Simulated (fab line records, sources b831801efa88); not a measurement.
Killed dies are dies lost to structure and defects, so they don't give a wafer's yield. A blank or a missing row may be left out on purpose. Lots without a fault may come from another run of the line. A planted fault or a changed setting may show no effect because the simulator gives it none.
One fault seen from 2 desks | flow gf180mcu | each desk has only its own numbers; what lay behind them comes last

THE METROLOGY DESK
What the gauges read, lot by lot, whatever tool the lot ran on: means of the sampled wafers that have a number. A lot is out of limits, marked OUT, if its mean lies more than 4 standard deviations from the usual mean; the brackets give that distance.
Columns: A = V5_CVD_00_THK at GF_V5_THK_MEAS_01, usual 300 nm; B = V5_CVD_02_THK at GF_V5_THK_MEAS_03, usual 1441 nm; C = V5_BOW at GF_V5_BOW_MEAS_05, usual 131 um; D = cd_nm at GF_V5_CD_MEAS_14, usual 259.8 nm; E = V5_OVL at GF_V5_OVL_MEAS_15, usual -7 nm
lot  | first seen here | A   | B    | C   | D     | E
L635 | day 26 11:38    | 302 | 1454 | 140 | 260.1 | -8
L637 | day 27 01:26    | 298 | 1444 | 143 | 260.8 | -15
L646 | day 29 20:59    | 299 | 1443 | 127 | 261.3 | -4
L647 | day 30 08:17    | 299 | 1450 | 136 | 262.9 | -9
L650 | day 31 13:03    | 301 | 1434 | 131 | 257.6 | -9
L657 | day 33 00:20    | 301 | 1459 | 125 | 260.3 | -13
This desk's finding: nothing out of limits on any of the 6 lots.

THE TOOL OWNER'S DESK: litho_track-03
The tool's own readings at GF_V5_SOFTBAKE_10 (time 60 s): means of the sampled wafers that have a number, for each lot that ran on this tool. A lot is out of limits, marked OUT, if its mean lies more than 4 standard deviations from the usual mean; the brackets give that distance.
Columns: A = resist_line_temp_C at GF_V5_SOFTBAKE_10, usual 23.00 C; B = run_length_s at GF_V5_SOFTBAKE_10, usual 89.20 s
lot  | first seen here | A     | B
L637 | day 27 11:00    | 22.91 | 89.04
L646 | day 30 06:00    | 23.05 | 103.63 (+72) OUT
L647 | day 30 17:00    | 23.08 | 103.59 (+72) OUT
This desk's finding: out of limits on L646, L647; first on L646, day 30 06:00 (run_length_s at GF_V5_SOFTBAKE_10). In limits: L637.

PUT TOGETHER
The tool owner's desk could have raised an alarm at day 30 06:00, on L646, L647.
The metrology desk saw nothing out of limits.
The metrology desk has L646, L647 on record, within its limits.
Of the lots named, all ran GF_V5_SOFTBAKE_10 on litho_track-03.

WHAT THE SIMULATOR HAD PUT IN
Process parameter drift: litho_track-03, from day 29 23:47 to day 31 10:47, at GF_V5_SOFTBAKE_10. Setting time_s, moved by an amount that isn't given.
Lots struck among those shown: L646, L647.
Hours from the fault's start to each desk's first reading out of limits: the tool owner's desk, 6.
